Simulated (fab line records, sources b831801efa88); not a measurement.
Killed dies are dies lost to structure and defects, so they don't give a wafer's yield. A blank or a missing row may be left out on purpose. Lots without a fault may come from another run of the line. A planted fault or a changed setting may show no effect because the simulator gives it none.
fab line records | flow gf180mcu
record lots=5 wafers=15 last_day=32
route steps=602 shown VT_IMPLANT@108 MVSD@136 NWELL@137 LVPWELL@138 MVPSD@139 DUAL_GATE@141
lots that met no fault: from a run of the same line without faults
start_h: hours from the record's first day to the start of the lot's first wafer shown | wait_h: hours since the lot's step before | " the same as in the row above | L1.1+2: a row that stands for several wafers | - no value, or no start given | * or withheld: withheld | < > ~ a bound
route shown NAME@n: a module of which the file shows steps, and the number in the route of the first | usual: mean/standard deviation of fault-free wafers | same: alike in all rows | chamber/n: place in a boat | sites: the reading at each site | _std_site: their standard deviation | _edge_site: outer sites' mean less inner sites' | radius_mm: how far each site lies from the wafer's centre | mask NAME#n: copy n | behind: the tool/chamber that last shaped the wafer | hold: why the lot was held/for how many hours/how that ended | device: the transistor (n, p or np) that didn't switch | end of line: the same wafers' tests at the end of the route | a step without rows: its recipe alone | killed: dies lost to structure and defects at the first sort, not the wafer's yield | map: a wafer's dies, x killed, . not, _ none there
set.NAME: the setting as run; set.NAME@STEP: as run at that earlier step | model.NAME: the simulator's own value behind a step, which no gauge read
lots at some steps of the route; a table a step, a row a wafer
services: from which hour (start_h, from the record's first day; less than 0 if before it) a tool's chamber was out of use, for how many hours, and why
## steps
# step GF_VT_IMPLANT_OVL_MEAS_18
# usual VT_IMPLANT_01_OVL=0.0/1.3
# columns lot.wafer tool chamber start_h wait_h VT_IMPLANT_01_OVL[nm]
L077.1 overlay-02 - 144.66 0.1 -0.3
L077.3 " - " " 0.8
L077.4 " - " " -0.5
L078.1 overlay-02 - 153.96 0.1 -1.5
L078.4 " - " " -1.9
L078.6 " - " " -0.9
L081.1 overlay-02 - 168.51 0.1 2.3
L081.2 " - " " 0.4
L081.5 " - " " 1.4
L087.1 overlay-02 - 210.72 0.1 1.6
L087.3 " - " " -0.1
L087.5 " - " " -0.6
L088.2 overlay-01 - 218.97 0.1 -0.3
L088.3 " - " " 0.4
L088.4 " - " " 0.4
# step GF_VT_IMPLANT_IMPLANT_19
# recipe species=As energy_kev=100 dose_cm2=4.35e+12 tilt_deg=7
# columns lot.wafer tool chamber start_h wait_h
L077.1+3+4 implanter-03 0 144.70 0.0
L078.1+4+6 implanter-04 0 154.00 0.0
L081.1+2+5 implanter-03 0 168.55 0.0
L087.1+3+5 implanter-03 0 210.76 0.0
L088.2+3+4 implanter-03 0 219.02 0.0
# step GF_VT_IMPLANT_STRIP_20
# recipe chemistry=O2/N2 power_w=1400 pressure_mtorr=1500 platen_temp_c=250 o2_flow_sccm=3000 n2_flow_sccm=300 overash_fraction=0.5
# usual drypump_motor_current_A=5.8/0.58 heater_power_w=328/22 n2_flow_sccm=299.9/0.85 oes_product_au=0.715/0.0045 strip_time_to_endpoint_s=12.64/0.037
# columns lot.wafer tool chamber start_h wait_h drypump_motor_current_A heater_power_w n2_flow_sccm oes_product_au rf_hours_counter_h strip_time_to_endpoint_s
L077.1 plasma_asher-03 0 144.85 0.1 5.3 353 300.1 0.712 52 12.63
L077.3 " 1 " " 5.7 322 300.4 0.721 - 12.67
L077.4 " 0 " " 5.3 356 298.9 0.711 - 12.70
L078.1 plasma_asher-03 0 154.15 0.1 5.3 344 299.5 0.712 53 12.62
L078.4 " 0 " " 5.2 351 299.2 0.715 - 12.59
L078.6 " 1 " " 5.7 324 301.1 0.711 - 12.63
L081.1 plasma_asher-02 1 168.70 0.1 6.4 307 298.8 0.721 6 12.63
L081.2 " 0 " " 5.6 310 299.9 0.717 6 12.63
L081.5 " 0 " " 5.6 322 299.2 0.723 - 12.63
L087.1 plasma_asher-02 1 210.91 0.1 6.4 309 299.7 0.722 10 12.65
L087.3 " 1 " " 6.4 309 299.9 0.710 - 12.62
L087.5 " 1 " " 6.4 308 298.9 0.718 - 12.67
L088.2 plasma_asher-02 1 219.15 0.1 6.5 304 300.4 0.714 11 12.61
L088.3 " 0 " " 5.6 323 299.5 0.714 - 12.64
L088.4 " 1 " " 6.5 315 298.5 0.717 - 12.62
# step GF_VT_IMPLANT_TW_MEAS_21
# usual VT_IMPLANT_2_TW=1217/19
# columns lot.wafer tool chamber start_h wait_h VT_IMPLANT_2_TW
L077.1 film_metro-02 - 144.95 0.1 1205
L077.3 " - " " 1196
L077.4 " - " " 1197
L078.1 film_metro-02 - 154.25 0.1 1193
L078.4 " - " " 1195
L078.6 " - " " 1199
L081.1 film_metro-02 - 168.80 0.1 1206
L081.2 " - " " 1200
L081.5 " - " " 1199
L087.1 film_metro-01 - 211.01 0.1 1230
L087.3 " - " " 1235
L087.5 " - " " 1237
L088.2 film_metro-03 - 219.26 0.1 1238
L088.3 " - " " 1237
L088.4 " - " " 1245
# step GF_VT_IMPLANT_DEHYDRATE_22
# recipe temp_c=200 time_s=60
# columns lot.wafer tool chamber start_h wait_h
L077.1+3+4 litho_track-03 0 152.06 7.1
L078.1+4+6 litho_track-01 0 162.16 7.9
L081.1+2+5 litho_track-02 0 176.27 7.5
L087.1+3+5 litho_track-03 0 218.96 7.9
L088.2+3+4 litho_track-02 0 227.49 8.2
# step GF_VT_IMPLANT_HMDS_23
# recipe prime_time_s=60 prime_temp_c=120
# same prime_time_s=60
# columns lot.wafer tool chamber start_h wait_h
L077.1+3+4 litho_track-03 0 152.21 0.1
L078.1+4+6 litho_track-01 0 162.31 0.1
L081.1+2+5 litho_track-02 0 176.42 0.1
L087.1+3+5 litho_track-03 0 219.11 0.1
L088.2+3+4 litho_track-02 0 227.64 0.1
# step GF_VT_IMPLANT_COAT_24
# recipe resist=NOVOLAK spin_rpm=3000 resist_thk_nm=1000
# usual dispense_pressure_kPa=50/3.3
# columns lot.wafer tool chamber start_h wait_h dispense_pressure_kPa
L077.1 litho_track-03 0 152.36 0.1 50
L077.3 " 0 " " 50
L077.4 " 0 " " 50
L078.1 litho_track-01 0 162.46 0.1 54
L078.4 " 0 " " 54
L078.6 " 0 " " 54
L081.1 litho_track-02 0 176.57 0.1 46
L081.2 " 0 " " 46
L081.5 " 0 " " 46
L087.1 litho_track-03 0 219.26 0.1 50
L087.3 " 0 " " 50
L087.5 " 0 " " 50
L088.2 litho_track-02 0 227.79 0.1 46
L088.3 " 0 " " 46
L088.4 " 0 " " 46
# step GF_VT_IMPLANT_SOFTBAKE_25
# recipe temp_c=90 time_s=60 resist=NOVOLAK
# columns lot.wafer tool chamber start_h wait_h
L077.1+3+4 litho_track-03 0 152.51 0.1
L078.1+4+6 litho_track-01 0 162.61 0.1
L081.1+2+5 litho_track-02 0 176.72 0.1
L087.1+3+5 litho_track-03 0 219.41 0.1
L088.2+3+4 litho_track-02 0 227.94 0.1
# step GF_VT_IMPLANT_EXPOSE_26
# recipe mask_id=LVPWELL_HV_AREA target_cd_nm=860 na=0.6 source_shape=conventional sigma_outer=0.6 dose_mj=140
# columns lot.wafer tool chamber start_h wait_h mask
L077.1+3+4 iline_stepper-02 0 - - LVPWELL_HV_AREA#0
L078.1+4+6 iline_stepper-02 0 - - LVPWELL_HV_AREA#0
L081.1+2+5 iline_stepper-01 0 - - LVPWELL_HV_AREA#0
L087.1+3+5 iline_stepper-02 0 - - LVPWELL_HV_AREA#0
L088.2+3+4 iline_stepper-01 0 - - LVPWELL_HV_AREA#0
# step GF_VT_IMPLANT_PEB_27
# recipe temp_c=withheld time_s=* resist=NOVOLAK
# columns lot.wafer tool chamber start_h wait_h
L077.1+3+4 litho_track-01 0 - -
L078.1+4+6 litho_track-01 0 - -
L081.1+2+5 litho_track-01 0 - -
L087.1+3+5 litho_track-02 0 - -
L088.2+3+4 litho_track-02 0 - -
# step GF_VT_IMPLANT_DEVELOP_28
# recipe develop_time_s=60 dev_temp_c=23
# columns lot.wafer tool chamber start_h wait_h
L077.1+3+4 litho_track-01 0 160.36 0.1
L078.1+4+6 litho_track-01 0 170.11 0.1
L081.1+2+5 litho_track-01 0 184.21 0.1
L087.1+3+5 litho_track-02 0 228.22 0.1
L088.2+3+4 litho_track-02 0 236.94 0.1
# step GF_VT_IMPLANT_OVL_MEAS_29
# usual VT_IMPLANT_02_OVL=-0.5/1.4
# columns lot.wafer tool chamber start_h wait_h VT_IMPLANT_02_OVL[nm]
L077.1 overlay-02 - 160.51 0.1 0.2
L077.3 " - " " -0.3
L077.4 " - " " -2.3
L078.1 overlay-01 - 170.26 0.1 2.0
L078.4 " - " " 0.4
L078.6 " - " " -0.7
L081.1 overlay-02 - 184.36 0.1 0.3
L081.2 " - " " 2.2
L081.5 " - " " 0.3
L087.1 overlay-02 - 228.37 0.1 0.2
L087.3 " - " " -0.8
L087.5 " - " " 0.0
L088.2 overlay-01 - 237.08 0.1 -0.3
L088.3 " - " " -1.1
L088.4 " - " " -2.0
# step GF_VT_IMPLANT_IMPLANT_30
# recipe species=B energy_kev=25.37 dose_cm2=2.534e+12 tilt_deg=7
# columns lot.wafer tool chamber start_h wait_h
L077.1+3+4 implanter-01 0 160.55 0.0
L078.1+4+6 implanter-04 0 170.30 0.0
L081.1+2+5 implanter-04 0 184.40 0.0
L087.1+3+5 implanter-04 0 228.41 0.0
L088.2+3+4 implanter-03 0 237.13 0.0
# step GF_VT_IMPLANT_STRIP_31
# recipe chemistry=O2/N2 power_w=1400 pressure_mtorr=1500 platen_temp_c=250 o2_flow_sccm=3000 n2_flow_sccm=300 overash_fraction=0.5
# usual drypump_motor_current_A=5.7/0.62 heater_power_w=333/24 n2_flow_sccm=300.0/0.94 oes_product_au=0.716/0.0049 strip_time_to_endpoint_s=12.63/0.039
# columns lot.wafer tool chamber start_h wait_h drypump_motor_current_A heater_power_w n2_flow_sccm oes_product_au rf_hours_counter_h strip_time_to_endpoint_s
L077.1 plasma_asher-01 0 160.70 0.1 6.7 375 298.6 0.717 40 12.55
L077.3 " 0 " " 6.7 371 300.9 0.719 - 12.55
L077.4 " 1 " " 5.0 309 299.8 0.718 - 12.61
L078.1 plasma_asher-01 0 170.45 0.1 6.7 371 301.4 0.714 42 12.61
L078.4 " 0 " " 6.7 377 301.7 0.715 - 12.64
L078.6 " 1 " " 5.0 306 299.4 0.715 - 12.64
L081.1 plasma_asher-02 1 184.55 0.1 6.4 303 302.0 0.711 7 12.68
L081.2 " 0 " " 5.6 317 301.3 0.714 7 12.69
L081.5 " 0 " " 5.6 323 299.6 0.716 - 12.70
L087.1 plasma_asher-01 1 228.56 0.1 5.0 305 298.9 0.718 47 12.70
L087.3 " 0 " " 6.7 376 299.2 0.719 - 12.65
L087.5 " 1 " " 5.0 312 300.0 0.714 - 12.65
L088.2 plasma_asher-03 0 237.26 0.1 5.3 355 300.5 0.713 62 12.65
L088.3 " 1 " " 5.7 321 299.7 0.707 - 12.62
L088.4 " 0 " " 5.2 353 299.7 0.715 - 12.61
# step GF_VT_IMPLANT_TW_MEAS_32
# usual VT_IMPLANT_3_TW=273/3.7
# columns lot.wafer tool chamber start_h wait_h VT_IMPLANT_3_TW
L077.1 film_metro-02 - 160.80 0.1 267
L077.3 " - " " 265
L077.4 " - " " 267
L078.1 film_metro-03 - 170.55 0.1 274
L078.4 " - " " 273
L078.6 " - " " 273
L081.1 film_metro-02 - 184.65 0.1 266
L081.2 " - " " 266
L081.5 " - " " 267
L087.1 film_metro-01 - 228.66 0.1 273
L087.3 " - " " 275
L087.5 " - " " 273
L088.2 film_metro-03 - 237.37 0.1 275
L088.3 " - " " 275
L088.4 " - " " 275
# step GF_VT_IMPLANT_DEHYDRATE_33
# recipe temp_c=200 time_s=60
# columns lot.wafer tool chamber start_h wait_h
L077.1+3+4 litho_track-02 0 167.82 7.0
L078.1+4+6 litho_track-02 0 178.57 8.0
L081.1+2+5 litho_track-02 0 193.02 8.4
L087.1+3+5 litho_track-02 0 237.42 8.8
L088.2+3+4 litho_track-01 0 245.99 8.6
# step GF_VT_IMPLANT_HMDS_34
# recipe prime_time_s=60 prime_temp_c=120
# same prime_time_s=60
# columns lot.wafer tool chamber start_h wait_h
L077.1+3+4 litho_track-02 0 167.97 0.1
L078.1+4+6 litho_track-02 0 178.72 0.1
L081.1+2+5 litho_track-02 0 193.17 0.1
L087.1+3+5 litho_track-02 0 237.57 0.1
L088.2+3+4 litho_track-01 0 246.14 0.1
# step GF_VT_IMPLANT_COAT_35
# recipe resist=NOVOLAK spin_rpm=3000 resist_thk_nm=1000
# usual dispense_pressure_kPa=49/3.3
# columns lot.wafer tool chamber start_h wait_h dispense_pressure_kPa
L077.1 litho_track-02 0 168.12 0.1 46
L077.3 " 0 " " 46
L077.4 " 0 " " 46
L078.1 litho_track-02 0 178.87 0.1 46
L078.4 " 0 " " 46
L078.6 " 0 " " 46
L081.1 litho_track-02 0 193.32 0.1 46
L081.2 " 0 " " 46
L081.5 " 0 " " 46
L087.1 litho_track-02 0 237.72 0.1 46
L087.3 " 0 " " 46
L087.5 " 0 " " 46
L088.2 litho_track-01 0 246.29 0.1 54
L088.3 " 0 " " 54
L088.4 " 0 " " 54
# step GF_VT_IMPLANT_SOFTBAKE_36
# recipe temp_c=90 time_s=60 resist=NOVOLAK
# columns lot.wafer tool chamber start_h wait_h
L077.1+3+4 litho_track-02 0 168.27 0.1
L078.1+4+6 litho_track-02 0 179.02 0.1
L081.1+2+5 litho_track-02 0 193.47 0.1
L087.1+3+5 litho_track-02 0 237.87 0.1
L088.2+3+4 litho_track-01 0 246.44 0.1
# step GF_VT_IMPLANT_EXPOSE_37
# recipe mask_id=Nwell_HV_AREA target_cd_nm=860 na=0.6 source_shape=conventional sigma_outer=0.6 dose_mj=140
# columns lot.wafer tool chamber start_h wait_h mask
L077.1+3+4 iline_stepper-02 0 - - Nwell_HV_AREA#0
L078.1+4+6 iline_stepper-02 0 - - Nwell_HV_AREA#0
L081.1+2+5 iline_stepper-01 0 - - Nwell_HV_AREA#0
L087.1+3+5 iline_stepper-02 0 - - Nwell_HV_AREA#0
L088.2+3+4 iline_stepper-02 0 - - Nwell_HV_AREA#0
# step GF_VT_IMPLANT_PEB_38
# recipe temp_c=withheld time_s=* resist=NOVOLAK
# columns lot.wafer tool chamber start_h wait_h
L077.1+3+4 litho_track-02 0 - -
L078.1+4+6 litho_track-02 0 - -
L081.1+2+5 litho_track-01 0 - -
L087.1+3+5 litho_track-01 0 - -
L088.2+3+4 litho_track-02 0 - -
# step GF_VT_IMPLANT_DEVELOP_39
# recipe develop_time_s=60 dev_temp_c=23
# columns lot.wafer tool chamber start_h wait_h
L077.1+3+4 litho_track-02 0 176.12 0.1
L078.1+4+6 litho_track-02 0 186.72 0.1
L081.1+2+5 litho_track-01 0 201.56 0.1
L087.1+3+5 litho_track-01 0 246.71 0.1
L088.2+3+4 litho_track-02 0 255.89 0.1
# step GF_VT_IMPLANT_OVL_MEAS_40
# usual VT_IMPLANT_03_OVL=0.4/1.3
# columns lot.wafer tool chamber start_h wait_h VT_IMPLANT_03_OVL[nm]
L077.1 overlay-02 - 176.27 0.1 0.5
L077.3 " - " " -1.1
L077.4 " - " " -0.2
L078.1 overlay-02 - 186.87 0.1 -0.6
L078.4 " - " " 0.1
L078.6 " - " " -0.5
L081.1 overlay-01 - 201.71 0.1 0.1
L081.2 " - " " -0.1
L081.5 " - " " 0.9
L087.1 overlay-02 - 246.86 0.1 1.6
L087.3 " - " " 2.9
L087.5 " - " " 2.1
L088.2 overlay-02 - 256.03 0.1 3.2
L088.3 " - " " 1.7
L088.4 " - " " 3.7
# step GF_VT_IMPLANT_IMPLANT_41
# recipe species=As energy_kev=70 dose_cm2=1.013e+12 tilt_deg=7
# columns lot.wafer tool chamber start_h wait_h
L077.1+3+4 implanter-03 0 176.31 0.0
L078.1+4+6 implanter-03 0 186.91 0.0
L081.1+2+5 implanter-04 0 201.75 0.0
L087.1+3+5 implanter-01 0 246.90 0.0
L088.2+3+4 implanter-01 0 256.08 0.0
# step GF_VT_IMPLANT_STRIP_42
# recipe chemistry=O2/N2 power_w=1400 pressure_mtorr=1500 platen_temp_c=250 o2_flow_sccm=3000 n2_flow_sccm=300 overash_fraction=0.5
# usual drypump_motor_current_A=5.7/0.5 heater_power_w=328/19 n2_flow_sccm=300.0/0.84 oes_product_au=0.716/0.0048 strip_time_to_endpoint_s=12.64/0.045
# columns lot.wafer tool chamber start_h wait_h drypump_motor_current_A heater_power_w n2_flow_sccm oes_product_au rf_hours_counter_h strip_time_to_endpoint_s
L077.1 plasma_asher-03 1 176.46 0.1 5.7 325 299.3 0.716 56 12.72
L077.3 " 1 " " 5.7 324 299.0 0.713 - 12.69
L077.4 " 0 " " 5.3 341 299.4 0.718 - 12.70
L078.1 plasma_asher-02 1 187.06 0.1 6.4 308 300.0 0.718 8 12.70
L078.4 " 1 " " 6.5 307 300.0 0.724 - 12.70
L078.6 " 0 " " 5.6 309 298.8 0.710 - 12.74
L081.1 plasma_asher-02 1 201.90 0.1 6.5 310 299.9 0.719 9 12.62
L081.2 " 0 " " 5.6 327 299.3 0.714 9 12.60
L081.5 " 0 " " 5.6 321 300.0 0.709 - 12.56
L087.1 plasma_asher-03 0 247.05 0.1 5.3 349 299.9 0.721 63 12.70
L087.3 " 0 " " 5.3 347 300.7 0.710 - 12.66
L087.5 " 0 " " 5.3 348 300.1 0.716 - 12.68
L088.2 plasma_asher-03 0 256.21 0.1 5.3 346 300.9 0.721 64 12.67
L088.3 " 1 " " 5.7 320 301.3 0.719 - 12.66
L088.4 " 0 " " 5.2 353 300.0 0.720 - 12.63
# step GF_VT_IMPLANT_TW_MEAS_43
# usual VT_IMPLANT_4_TW=698/10
# columns lot.wafer tool chamber start_h wait_h VT_IMPLANT_4_TW
L077.1 film_metro-03 - 176.56 0.1 700
L077.3 " - " " 701
L077.4 " - " " 700
L078.1 film_metro-03 - 187.16 0.1 703
L078.4 " - " " 699
L078.6 " - " " 701
L081.1 film_metro-03 - 202.00 0.1 706
L081.2 " - " " 707
L081.5 " - " " 708
L087.1 film_metro-02 - 247.15 0.1 684
L087.3 " - " " 682
L087.5 " - " " 686
L088.2 film_metro-03 - 256.32 0.1 706
L088.3 " - " " 710
L088.4 " - " " 705
# step GF_VT_IMPLANT_CLEAN_44
# recipe chemistry=SC1/SC2 mix=1:4:20 temp_c=70 time_s=150 dry=n2_spin
# columns lot.wafer tool chamber start_h wait_h
L077.1+3+4 wet_bench-04 3 176.62 0.1
L078.1+4+6 wet_bench-01 2 187.22 0.1
L081.1+2+5 wet_bench-02 2 202.06 0.1
L087.1+3+5 wet_bench-01 0 247.21 0.1
L088.2+3+4 wet_bench-01 2 256.37 0.0
# step GF_VT_IMPLANT_RTA_45
# recipe temp_c=1050 time_s=30 ambient=N2
# usual lamp_power_pct=38.02/0.25 wafer_temp_C_max=1054.8/1.5
# columns lot.wafer tool chamber start_h wait_h lamp_power_pct wafer_temp_C_max
L077.1 rtp_anneal-02 0 176.67 0.0 38.37 1057.7
L077.3 " 0 " " 38.34 1056.5
L077.4 " 0 " " 38.36 1055.4
L078.1 rtp_anneal-02 0 187.27 0.0 38.29 1056.9
L078.4 " 0 " " 38.27 1057.0
L078.6 " 0 " " 38.33 1056.2
L081.1 rtp_anneal-01 0 202.11 0.0 37.80 1055.2
L081.2 " 0 " " 37.83 1053.5
L081.5 " 0 " " 37.85 1055.3
L087.1 rtp_anneal-01 0 247.26 0.0 37.76 1053.7
L087.3 " 0 " " 37.82 1054.0
L087.5 " 0 " " 37.86 1053.1
L088.2 rtp_anneal-02 0 256.43 0.0 38.35 1058.4
L088.3 " 0 " " 38.34 1057.6
L088.4 " 0 " " 38.39 1055.9
# step GF_VT_IMPLANT_RS_MEAS_46
# recipe thk_meas_gauge=four-point-probe
# usual MVSD_RS=456.2/0.99
# columns lot.wafer tool chamber start_h wait_h MVSD_RS[ohm/sq]
L077.1 film_metro-02 - 176.77 0.1 456.5
L077.3 " - " " 456.6
L077.4 " - " " 457.0
L078.1 film_metro-02 - 187.37 0.1 454.8
L078.4 " - " " 457.3
L078.6 " - " " 455.4
L081.1 film_metro-01 - 202.21 0.1 457.8
L081.2 " - " " 455.4
L081.5 " - " " 457.0
L087.1 film_metro-01 - 247.36 0.1 456.5
L087.3 " - " " 456.9
L087.5 " - " " 456.7
L088.2 film_metro-02 - 256.54 0.1 455.9
L088.3 " - " " 455.9
L088.4 " - " " 454.6
# step GF_VT_IMPLANT_RS_MEAS_47
# recipe thk_meas_gauge=four-point-probe
# usual NWELL_RS=487.5/1.1
# columns lot.wafer tool chamber start_h wait_h NWELL_RS[ohm/sq]
L077.1 film_metro-02 - 176.89 0.1 486.1
L077.3 " - " " 487.7
L077.4 " - " " 488.1
L078.1 film_metro-02 - 187.49 0.1 485.8
L078.4 " - " " 486.1
L078.6 " - " " 484.7
L081.1 film_metro-01 - 202.33 0.1 487.9
L081.2 " - " " 487.6
L081.5 " - " " 488.1
L087.1 film_metro-01 - 247.48 0.1 487.2
L087.3 " - " " 484.8
L087.5 " - " " 486.0
L088.2 film_metro-02 - 256.66 0.1 487.5
L088.3 " - " " 486.8
L088.4 " - " " 487.4
# step GF_VT_IMPLANT_RS_MEAS_48
# recipe thk_meas_gauge=four-point-probe
# usual LVPWELL_RS=1196.6/2.7
# columns lot.wafer tool chamber start_h wait_h LVPWELL_RS[ohm/sq]
L077.1 film_metro-02 - 177.01 0.1 1197.2
L077.3 " - " " 1199.9
L077.4 " - " " 1198.7
L078.1 film_metro-02 - 187.61 0.1 1199.4
L078.4 " - " " 1201.9
L078.6 " - " " 1195.8
L081.1 film_metro-01 - 202.45 0.1 1197.4
L081.2 " - " " 1199.2
L081.5 " - " " 1202.2
L087.1 film_metro-01 - 247.60 0.1 1201.2
L087.3 " - " " 1197.5
L087.5 " - " " 1197.9
L088.2 film_metro-02 - 256.78 0.1 1196.2
L088.3 " - " " 1192.7
L088.4 " - " " 1195.5
# step GF_VT_IMPLANT_RS_MEAS_49
# recipe thk_meas_gauge=four-point-probe
# usual MVPSD_RS=1164.7/2.3
# columns lot.wafer tool chamber start_h wait_h MVPSD_RS[ohm/sq]
L077.1 film_metro-02 - 177.13 0.1 1164.2
L077.3 " - " " 1163.0
L077.4 " - " " 1169.1
L078.1 film_metro-02 - 187.73 0.1 1163.1
L078.4 " - " " 1161.7
L078.6 " - " " 1165.7
L081.1 film_metro-01 - 202.57 0.1 1162.1
L081.2 " - " " 1165.2
L081.5 " - " " 1164.8
L087.1 film_metro-01 - 247.72 0.1 1165.4
L087.3 " - " " 1166.6
L087.5 " - " " 1166.6
L088.2 film_metro-02 - 256.90 0.1 1165.8
L088.3 " - " " 1165.5
L088.4 " - " " 1167.5
# step GF_VT_IMPLANT_WET_ETCH_50
# recipe chemistry=dHF target_depth_nm=20 target=SiO2 temp_c=25 dilution=100:1 time_s=400
# columns lot.wafer tool chamber start_h wait_h
L077.1+3+4 wet_bench-04 2 177.25 0.1
L078.1+4+6 wet_bench-02 2 187.85 0.1
L081.1+2+5 wet_bench-04 0 202.69 0.1
L087.1+3+5 wet_bench-02 0 247.84 0.1
L088.2+3+4 wet_bench-04 1 257.00 0.1
# step GF_DUAL_GATE_CLEAN_00
# recipe chemistry=SC1/SC2 mix=1:4:20 temp_c=70 time_s=150
# columns lot.wafer tool chamber start_h wait_h
L077.1+3+4 wet_bench-01 3 177.37 0.0
L078.1+4+6 wet_bench-01 0 187.97 0.0
L081.1+2+5 wet_bench-01 3 202.81 0.0
L087.1+3+5 wet_bench-04 1 247.96 0.0
L088.2+3+4 wet_bench-01 1 257.19 0.1
# step GF_DUAL_GATE_CLEAN_01
# recipe chemistry=dHF time_s=20 dilution=100:1 dry=ipa_marangoni
# columns lot.wafer tool chamber start_h wait_h
L077.1+3+4 wet_bench-02 3 177.42 0.0
L078.1+4+6 wet_bench-02 0 188.02 0.0
L081.1+2+5 wet_bench-02 1 202.86 0.0
L087.1+3+5 wet_bench-01 0 248.01 0.0
L088.2+3+4 wet_bench-04 2 257.25 0.0
# step GF_DUAL_GATE_OXIDATION_02
# recipe temp_c=900 ambient=O2 stabilise_s=600 purge_s=300 target_thk_a=108.87 ox_time_s=1602
# usual spike_tc_lower_C=900.6/1 tube_center_temp_C=899.99/0.085 zone_power_centre_pct=18.2/1.9
# columns lot.wafer tool chamber start_h wait_h spike_tc_lower_C tube_center_temp_C zone_power_centre_pct
L077.1 furnace-01 0 177.43 0.0 898.8 899.87 19.9
L077.3 " 0 " " 900.2 900.1 19.8
L077.4 " 0 " " 899.8 899.81 19.8
L078.1 furnace-02 0 188.03 0.0 899.3 899.99 15.8
L078.4 " 0 " " 900.9 899.88 15.7
L078.6 " 0 " " 901.2 900.1 16.0
L081.1 furnace-01 0 202.87 0.0 900.6 900.1 20.0
L081.2 " 0 " " 902.1 899.93 19.6
L081.5 " 0 " " 899.4 899.91 19.9
L087.1 furnace-01 0 248.02 0.0 901.5 899.89 19.7
L087.3 " 0 " " 901.2 899.96 19.6
L087.5 " 0 " " 899.5 900.01 19.8
L088.2 furnace-01 0 257.35 0.1 902.1 899.99 19.8
L088.3 " 0 " " 899.6 900.08 19.8
L088.4 " 0 " " 900.0 899.94 19.4
# step GF_DUAL_GATE_THK_MEAS_03
# recipe reads=SiO2_of_DUAL_GATE_OXIDATION_02
# usual DUAL_GATE_OXIDATION_00_THK=10.92/0.24
# columns lot.wafer tool chamber start_h wait_h DUAL_GATE_OXIDATION_00_THK[nm]
L077.1 film_metro-01 - 178.88 0.0 11.02
L077.3 " - " " 11.13
L077.4 " - " " 10.95
L078.1 film_metro-01 - 189.47 0.0 10.64
L078.4 " - " " 10.62
L078.6 " - " " 10.61
L081.1 film_metro-03 - 204.32 0.0 10.69
L081.2 " - " " 10.88
L081.5 " - " " 11.06
L087.1 film_metro-01 - 249.47 0.0 10.72
L087.3 " - " " 10.80
L087.5 " - " " 10.66
L088.2 film_metro-03 - 258.81 0.0 10.42
L088.3 " - " " 10.65
L088.4 " - " " 10.47
# step GF_DUAL_GATE_DEHYDRATE_04
# recipe temp_c=200 time_s=60
# columns lot.wafer tool chamber start_h wait_h
L077.1+3+4 litho_track-04 0 185.72 6.8
L078.1+4+6 litho_track-04 0 197.47 8.0
L081.1+2+5 litho_track-01 0 213.01 8.7
L087.1+3+5 litho_track-04 0 257.87 8.4
L088.2+3+4 litho_track-04 0 267.94 9.1
# step GF_DUAL_GATE_HMDS_05
# recipe prime_time_s=60 prime_temp_c=120
# same prime_time_s=60
# columns lot.wafer tool chamber start_h wait_h
L077.1+3+4 litho_track-04 0 185.87 0.1
L078.1+4+6 litho_track-04 0 197.62 0.1
L081.1+2+5 litho_track-01 0 213.16 0.1
L087.1+3+5 litho_track-04 0 258.02 0.1
L088.2+3+4 litho_track-04 0 268.09 0.1
# step GF_DUAL_GATE_COAT_06
# recipe resist=NOVOLAK spin_rpm=3000 resist_thk_nm=1000
# usual dispense_pressure_kPa=49/3.1
# columns lot.wafer tool chamber start_h wait_h dispense_pressure_kPa
L077.1 litho_track-04 0 186.02 0.1 47
L077.3 " 0 " " 47
L077.4 " 0 " " 47
L078.1 litho_track-04 0 197.77 0.1 47
L078.4 " 0 " " 47
L078.6 " 0 " " 47
L081.1 litho_track-01 0 213.31 0.1 54
L081.2 " 0 " " 54
L081.5 " 0 " " 54
L087.1 litho_track-04 0 258.17 0.1 47
L087.3 " 0 " " 47
L087.5 " 0 " " 47
L088.2 litho_track-04 0 268.24 0.1 47
L088.3 " 0 " " 47
L088.4 " 0 " " 47
# step GF_DUAL_GATE_SOFTBAKE_07
# recipe temp_c=90 time_s=60 resist=NOVOLAK
# columns lot.wafer tool chamber start_h wait_h
L077.1+3+4 litho_track-04 0 186.17 0.1
L078.1+4+6 litho_track-04 0 197.92 0.1
L081.1+2+5 litho_track-01 0 213.46 0.1
L087.1+3+5 litho_track-04 0 258.32 0.1
L088.2+3+4 litho_track-04 0 268.39 0.1
# step GF_DUAL_GATE_EXPOSE_08
# recipe mask_id=Dualgate target_cd_nm=700 na=0.6 source_shape=conventional sigma_outer=0.6 dose_mj=142.6
# columns lot.wafer tool chamber start_h wait_h mask
L077.1+3+4 iline_stepper-02 0 - - Dualgate#0
L078.1+4+6 iline_stepper-02 0 - - Dualgate#0
L081.1+2+5 iline_stepper-02 0 - - Dualgate#0
L087.1+3+5 iline_stepper-02 0 - - Dualgate#0
L088.2+3+4 iline_stepper-01 0 - - Dualgate#0
# step GF_DUAL_GATE_PEB_09
# recipe temp_c=withheld time_s=* resist=NOVOLAK
# columns lot.wafer tool chamber start_h wait_h
L077.1+3+4 litho_track-02 0 - -
L078.1+4+6 litho_track-04 0 - -
L081.1+2+5 litho_track-04 0 - -
L087.1+3+5 litho_track-02 0 - -
L088.2+3+4 litho_track-02 0 - -
# step GF_DUAL_GATE_DEVELOP_10
# recipe develop_time_s=60 dev_temp_c=23
# columns lot.wafer tool chamber start_h wait_h
L077.1+3+4 litho_track-02 0 194.77 0.1
L078.1+4+6 litho_track-04 0 205.92 0.1
L081.1+2+5 litho_track-04 0 221.32 0.1
L087.1+3+5 litho_track-02 0 267.62 0.1
L088.2+3+4 litho_track-02 0 278.44 0.1
## services
# columns tool chamber start_h hours kind
furnace-02 - 120.88 2.8 pm
wet_bench-02 - 133.00 1.1 repair
plasma_asher-02 - 137.73 1.9 repair
implanter-01 - 138.64 0.7 repair
implanter-03 - 146.08 3.7 pm
plasma_asher-02 - 157.68 1.1 repair
plasma_asher-01 - 185.59 0.7 repair
implanter-03 - 187.20 1.0 repair
iline_stepper-02 - 191.53 1.7 pm
implanter-04 - 193.28 1.8 repair
plasma_asher-01 - 196.87 0.9 repair
implanter-03 - 199.29 2.6 repair
iline_stepper-02 - 203.98 6.0 repair
implanter-04 - 207.42 6.6 repair
iline_stepper-01 0 223.77 - calibration
implanter-01 - 224.03 17.3 repair
iline_stepper-01 - 243.47 1.7 pm
plasma_asher-02 - 243.94 6.2 repair
implanter-04 - 245.09 5.9 repair
iline_stepper-01 - 259.13 3.4 repair
implanter-04 - 266.08 5.7 pm
implanter-04 - 276.69 6.7 repair
## key
fault none
